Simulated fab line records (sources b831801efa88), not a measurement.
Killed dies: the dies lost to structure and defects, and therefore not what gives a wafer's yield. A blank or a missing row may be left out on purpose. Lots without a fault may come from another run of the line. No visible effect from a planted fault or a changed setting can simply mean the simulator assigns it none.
Code-filled problem report in 8D (eight disciplines) form | flow gf180mcu | the parts of the form that need people (team, actions taken, sign-off) are left out

## 1. THE ISSUE
Mean of strip_time_to_endpoint_s at GF_TOP_METAL_STRIP_17: 10.42 s across 2 wafers in 2 lots; on wafers with no fault it is 13.47 s (standard deviation 0.1). That is -31 standard deviations from the usual mean.
The step: strips in O2/N2.
The first sign was on wafer L149.1 at day 32 18:32, on plasma_asher-01. At this step, 33 wafers from 11 lots have a number in the record. Rule for "out" (also "out of limits"): further than 4 standard deviations from the usual mean. All remaining wafers that have a number are taken as sound.

## 2. WHAT IT IS; WHAT IT IS NOT
question                    | is                                       | is not
which readings at this step | strip_time_to_endpoint_s, oes_product_au | chamber_pressure_mTorr, drypump_motor_current_A, heater_power_w
which lots                  | L149, L151                               | L134, L137, L138, L139, L140, L141, L152, L153, L155
which wafers of those lots  | L149.1, L151.6                           | L149.4, L149.5, L151.3, L151.4
read on which tools         | plasma_asher-01, plasma_asher-04         | plasma_asher-03
when                        | from day 32 18:32                        | up to then (20 sound wafers); but 11 sound wafers of L151, L152, L153, L155 came after

## 3. WHAT RULES OUT EACH SUSPECT
Counting: any tool at a process step up to the reading remains a suspect provided it ran every lot that is out. Sound lots after the first of them don't rule it out here, since some wafers of a struck lot are sound.
- rie_metal-03 at GF_TOP_METAL_METAL_ETCH_16 (etches the open film in Cl2/BCl3, stops on SiO2, target depth 1077.5 nm, time 179.6 s): kept. It processed each lot that is out (first: L149, day 32 18:22); up to then, its last sound lot is L139 (day 30 05:25).
Left after counting: rie_metal-03 at GF_TOP_METAL_METAL_ETCH_16.

## 4. THE CAUSE (what the simulator had put in)
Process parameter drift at GF_TOP_METAL_METAL_ETCH_16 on rie_metal-03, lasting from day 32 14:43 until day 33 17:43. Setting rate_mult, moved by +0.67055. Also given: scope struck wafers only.
The count eliminated every tool but this one.

## 5. THE CHAIN OF EFFECTS, in route order
Rows list readings where the struck wafers' mean (over those with a number) sits beyond 3 standard deviations from the usual. Readings are gone through only where the record gives a usual standard deviation; hours: the median, over the lots, of the time from a lot's start at the first step in this table giving one to that lot's start at this step; sigmas: the change measured in usual standard deviations.
hours | step                  | reading                  | usual      | on struck wafers | change | sigmas
0     | GF_TOP_METAL_STRIP_17 | oes_product_au           | 0.710 a.u. | 0.657            | -0.053 | -12
0     | GF_TOP_METAL_STRIP_17 | strip_time_to_endpoint_s | 13.47 s    | 10.42            | -3.05  | -31
The process steps in it:
- GF_TOP_METAL_STRIP_17: strips in O2/N2.

## 6. HOW IT WOULD HAVE BEEN CAUGHT EARLIER
In this record no reading fell out of limits until day 32 18:32, 4 hours after the fault had begun at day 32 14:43.
Of the tool readings at GF_TOP_METAL_METAL_ETCH_16 for which the record gives a usual standard deviation, none was out on any struck wafer, so an alarm limit of 4 standard deviations on them would not have fired.
Of the lots that are out (2), L151 began GF_TOP_METAL_METAL_ETCH_16 on rie_metal-03 after day 32 18:32. A tool hold placed at that time would have kept it from harm.
